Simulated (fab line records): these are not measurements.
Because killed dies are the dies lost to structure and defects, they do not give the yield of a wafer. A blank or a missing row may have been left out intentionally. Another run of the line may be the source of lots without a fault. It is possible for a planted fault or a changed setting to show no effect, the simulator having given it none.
A struck lot beside a sound one | flow sky130 | 14 out of 708 route steps
Sound: wafers L760.2, L760.3, L760.6. Wafers L781.1, L781.4, L781.6 were the ones struck. The cause is given at the end.
Each step with rows lists, per side, the tool, then ch with its chambers, then its first start. Under that, the readings that differ: sound wafers | struck wafers | difference of the means | sigmas: that difference in standard deviations of wafers without a fault.
alike: words and numbers the same on both sides, and readings whose means are apart by under 2 such deviations; not compared: readings that were withheld, readings missing a value for some wafer, numbers with overlapping values and no deviation given by the record, and bounds like >300 which may hide the same value.
A row with sigmas, a row that says differs or no value, or rows on one side alone: a step with any of these is where the two part. Numbers that don't overlap but have no deviation are shown without sigmas and don't part them. Lack of a reading on every wafer of one side parts them only where that side has two or more wafers.

SKY_POLY_GATE_THK_MEAS_21:
  sound on film-metro-01, day 17 00:06; struck on film-metro-02, day 24 21:01
  alike: POLY_GATE_OXIDATION_THK
SKY_POLY_GATE_CD_MEAS_22:
  sound on cd-sem-01, day 17 00:11; struck on cd-sem-02, day 24 21:04
  alike: cd-nm
then, 7 steps without rows for these wafers: SKY_LDD_N_DEHYDRATE_00 (time 60 s); SKY_LDD_N_HMDS_01 (prime time 60 s); SKY_LDD_N_COAT_02 (resist thk 300 nm); SKY_LDD_N_SOFTBAKE_03 (time 60 s); SKY_LDD_N_EXPOSE_04 (exposes mask NTM, target cd 840 nm); SKY_LDD_N_PEB_05; SKY_LDD_N_DEVELOP_06 (develop time 60 s).
SKY_LDD_N_OVL_MEAS_07:
  sound on overlay-02, day 18 04:43; struck on overlay-01, day 26 02:13
  alike: LDD_N_OVL
then, 2 steps without rows for these wafers: SKY_LDD_N_IMPLANT_08; SKY_LDD_N_IMPLANT_09.
SKY_LDD_N_IMPLANT_10:
  sound on implanter-01 ch 0, day 18 05:04; struck on implanter-02 ch 0, day 26 02:33
  reading                | sound                | struck               | difference | sigmas
  rotation-deg (degrees) | 202.97 203.02 203.02 | 260.72 260.71 260.84 | +57.75     | +99 or more
  alike: end-station-pressure-torr
after that, 1 step had no rows for these wafers: SKY_LDD_N_IMPLANT_11.

== WHERE THEY PART ==
SKY_LDD_N_IMPLANT_10 only, going by this record.

WHY: the cause the simulator had injected
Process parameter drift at SKY_LDD_N_IMPLANT_10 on implanter-02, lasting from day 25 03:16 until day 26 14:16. Setting rotation-deg, moved by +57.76, from 203. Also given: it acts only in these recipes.
